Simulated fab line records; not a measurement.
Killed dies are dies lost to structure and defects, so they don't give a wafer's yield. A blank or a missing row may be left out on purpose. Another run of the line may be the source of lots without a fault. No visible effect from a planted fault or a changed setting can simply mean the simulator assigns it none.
Matching of chambers    flow sky130    4 sister chambers for SKY_VIA3_ETCH_15 on rie_diel-04
The step etches SiO2 in C4F8/O2/Ar, stops on TiN, target depth 507 nm, time 78 s. 18 wafers are shown with their chamber, then 9 later ones without.

## WAFERS PAIRED WITH THEIR CHAMBERS
wafer   chamber  oes_product_au (a.u.)
L074.2  0        0.945
L074.3  1        0.950
L074.4  2        0.943
L077.1  3        0.942
L077.4  2        0.949
L077.5  0        0.939
L078.1  3        0.943
L078.4  1        0.953
L078.6  1        0.943
L083.3  2        0.940
L083.4  1        0.952
L083.6  3        0.947
L086.1  0        0.943
L086.2  3        0.944
L086.5  3        0.948
L089.4  0        0.951
L089.5  1        0.942
L089.6  3        0.951

SIGNATURES, as means of the wafers listed above
reading         chamber 0  chamber 1  chamber 2  chamber 3  scatter within a chamber
oes_product_au  0.94450    0.94800    0.94400    0.94583    0.00449
Rule: a wafer's distance from a chamber is the root of the sum, over the readings, of the square of ((its reading less the chamber's mean) divided by the reading's scatter). The wafer belongs to the nearest chamber; if the next one is less than 2 further off, it can't be placed. How the scatter is found: for the shown wafers, subtract from each reading the mean of its chamber, square and add these, divide the total by (wafers less chambers), then take the root.

## WAFERS WITHOUT THEIR CHAMBER
wafer   oes_product_au (a.u.)
L091.3  0.942
L091.4  0.945
L091.6  0.946
L090.1  0.947
L090.2  0.944
L090.5  0.951
L092.2  0.940
L092.3  0.954
L092.4  0.947

## WHICH CHAMBER EACH ONE RAN IN
wafer   from the rows above                in truth
L091.3  can't be placed: 2 or 0 or 3 or 1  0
L091.4  can't be placed: 0 or 3 or 2 or 1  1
L091.6  can't be placed: 3 or 0 or 1 or 2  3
L090.1  can't be placed: 1 or 3 or 0 or 2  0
L090.2  can't be placed: 2 or 0 or 3 or 1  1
L090.5  can't be placed: 1 or 3 or 0 or 2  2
L092.2  can't be placed: 2 or 0 or 3 or 1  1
L092.3  can't be placed: 1 or 3 or 0 or 2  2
L092.4  can't be placed: 1 or 3 or 0 or 2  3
0 of 9 placed correctly. Cannot be placed on the basis of these rows: 9; the candidates contain the true chamber in 9. Wrongly placed: 0.
